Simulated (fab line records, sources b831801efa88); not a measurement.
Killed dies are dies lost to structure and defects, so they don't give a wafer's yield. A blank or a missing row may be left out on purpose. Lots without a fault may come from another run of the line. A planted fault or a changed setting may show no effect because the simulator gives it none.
One fault seen from 2 desks | flow sky130 | each desk has only its own numbers; what lay behind them comes last

THE TOOL OWNER'S DESK: pecvd-03
The tool's own readings at SKY_PASSIVATION_CVD_02 (deposits Si3N4, target thk 540 nm): means of the sampled wafers that have a number, for each lot that ran on this tool. A lot is out of limits, marked OUT, if its mean lies more than 4 standard deviations from the usual mean; the brackets give that distance.
Columns: A = heater_power_w at SKY_PASSIVATION_CVD_02, usual 714 W
lot  | first seen here | A
L412 | day 44 14:39    | 595
L417 | day 45 22:45    | 660
L415 | day 46 00:50    | 686
L418 | day 46 02:17    | 651
L431 | day 49 08:32    | 649
This desk's finding: nothing out of limits on any of the 5 lots.

THE METROLOGY DESK
What the gauges read, lot by lot, whatever tool the lot ran on: means of the sampled wafers that have a number. A lot is out of limits, marked OUT, if its mean lies more than 4 standard deviations from the usual mean; the brackets give that distance.
Columns: A = VIA4_OVL at SKY_VIA4_OVL_MEAS_11, usual -0.8 nm; B = VIA4_W_RS at SKY_VIA4_RS_MEAS_19, usual 0.2258 ohm/sq; C = PASSIVATION_CVD_02_THK at SKY_PASSIVATION_THK_MEAS_03, usual 542 nm
lot  | first seen here | A    | B      | C
L411 | day 43 03:48    | 0.2  | 0.2245 | 532
L412 | day 43 12:58    | -0.7 | 0.2271 | 543
L413 | day 43 16:13    | 1.0  | 0.2268 | 551
L417 | day 44 22:40    | -1.6 | 0.2281 | 593 (+7.7) OUT
L415 | day 45 00:02    | -0.9 | 0.2257 | 573 (+4.7) OUT
L418 | day 45 02:34    | -0.8 | 0.2276 | 604 (+9.3) OUT
L420 | day 45 19:50    | -0.8 | 0.2284 | 542
L426 | day 47 06:57    | -0.7 | 0.2231 | 539
L431 | day 48 11:04    | -2.1 | 0.2253 | 544
L433 | day 48 16:54    | -1.4 | 0.2241 | 538
L432 | day 48 20:57    | -1.8 | 0.2275 | 539
This desk's finding: out of limits on L415, L417, L418; first on L417, day 45 22:59 (PASSIVATION_CVD_02_THK at SKY_PASSIVATION_THK_MEAS_03). In limits: L411, L412, L413, L420, L426, L431, L433, L432.

PUT TOGETHER
The metrology desk could have raised an alarm at day 45 22:59, on L415, L417, L418.
The tool owner's desk saw nothing out of limits.
The tool owner's desk has L415, L417, L418 on record, within its limits.
Of the lots named, all ran SKY_PASSIVATION_CVD_02 on pecvd-03.

WHAT THE SIMULATOR HAD PUT IN
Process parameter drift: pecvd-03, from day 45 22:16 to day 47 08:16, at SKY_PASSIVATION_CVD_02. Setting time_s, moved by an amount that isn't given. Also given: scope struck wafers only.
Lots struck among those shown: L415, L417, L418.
Hours from the fault's start to each desk's first reading out of limits: the metrology desk, 1.
